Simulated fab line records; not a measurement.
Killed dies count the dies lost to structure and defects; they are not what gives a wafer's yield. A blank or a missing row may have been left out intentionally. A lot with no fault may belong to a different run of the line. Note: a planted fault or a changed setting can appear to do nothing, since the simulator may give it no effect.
Matching of chambers    flow gf180mcu    GF_V4_CMP_04 on cmp-01 has 4 sister chambers
The step polishes SiO2. 39 wafers are shown with their chamber, then 12 later ones without.

## EACH WAFER AND ITS CHAMBER
wafer   chamber  motorCurrentA (A)  timeToEndpointS (s)
L075.1  1        10.6               78
L075.2  0        13.6               81
L075.3  2        11.7               78
L075.4  3        14.1               87
L075.5  1        10.5               84
L075.6  0        14.2               74
L077.2  2        12.3               81
L077.3  3        13.4               82
L077.5  0        13.1               79
L080.1  1        11.1               68
L080.2  3        13.0               75
L080.5  0        13.0               72
L083.3  0        13.7               75
L083.4  1        10.8               78
L083.6  0        13.6               73
L085.2  0        13.9               78
L085.5  2        12.2               85
L085.6  3        13.6               83
L086.1  3        13.0               81
L086.3  0        13.6               73
L086.6  1        10.6               81
L087.1  1        11.1               74
L087.5  3        13.5               80
L087.6  0        14.3               77
L088.1  0        13.8               74
L088.2  3        12.7               77
L088.4  2        12.2               82
L088.3  1        11.3               76
L088.5  0        13.2               80
L088.6  3        13.0               81
L090.1  2        12.7               75
L090.4  3        14.1               81
L090.6  2        12.0               76
L092.1  3        12.9               76
L092.3  0        13.8               68
L092.6  0        14.7               79
L093.1  2        11.8               71
L093.2  3        13.2               80
L093.5  2        12.3               82

SIGNATURES (means of the wafers above)
reading          chamber 0  chamber 1  chamber 2  chamber 3  scatter within a chamber
motorCurrentA    13.731     10.857     12.150     13.318     0.424
timeToEndpointS  75.62      77.00      78.75      80.27      4.1
Rule: distance of a wafer from a chamber = root of the sum over the readings of ((wafer's reading minus chamber's mean) / reading's scatter) squared. If the next closest chamber is less than 2 further off than the closest, the wafer can't be placed; otherwise it belongs to the closest. The scatter is the square root of a quotient: the sum, over the shown wafers, of each reading's squared deviation from its chamber's mean, divided by wafers minus chambers.

## WAFERS WITH NO CHAMBER GIVEN
wafer   motorCurrentA (A)  timeToEndpointS (s)
L094.2  13.4               82
L094.3  10.8               76
L094.4  13.4               80
L094.1  12.3               77
L094.5  13.7               78
L094.6  13.7               82
L095.1  12.4               73
L095.5  11.3               80
L095.6  13.4               78
L096.3  11.8               74
L096.5  13.1               80
L096.6  13.4               76

## EACH ONE'S CHAMBER
wafer   from the rows above           in truth
L094.2  can't be placed: 3 or 0       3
L094.3  1                             1
L094.4  can't be placed: 3 or 0       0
L094.1  can't be placed: 2 or 3       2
L094.5  can't be placed: 0 or 3       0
L094.6  can't be placed: 3 or 0       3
L095.1  can't be placed: 2 or 3 or 0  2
L095.5  can't be placed: 1 or 2       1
L095.6  can't be placed: 3 or 0       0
L096.3  can't be placed: 2 or 1       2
L096.5  can't be placed: 3 or 0 or 2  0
L096.6  can't be placed: 0 or 3       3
Placed correctly: 1 of 12. Not placeable from these rows: 11 (in 11, the candidates include the true chamber). Placed wrongly: 0.
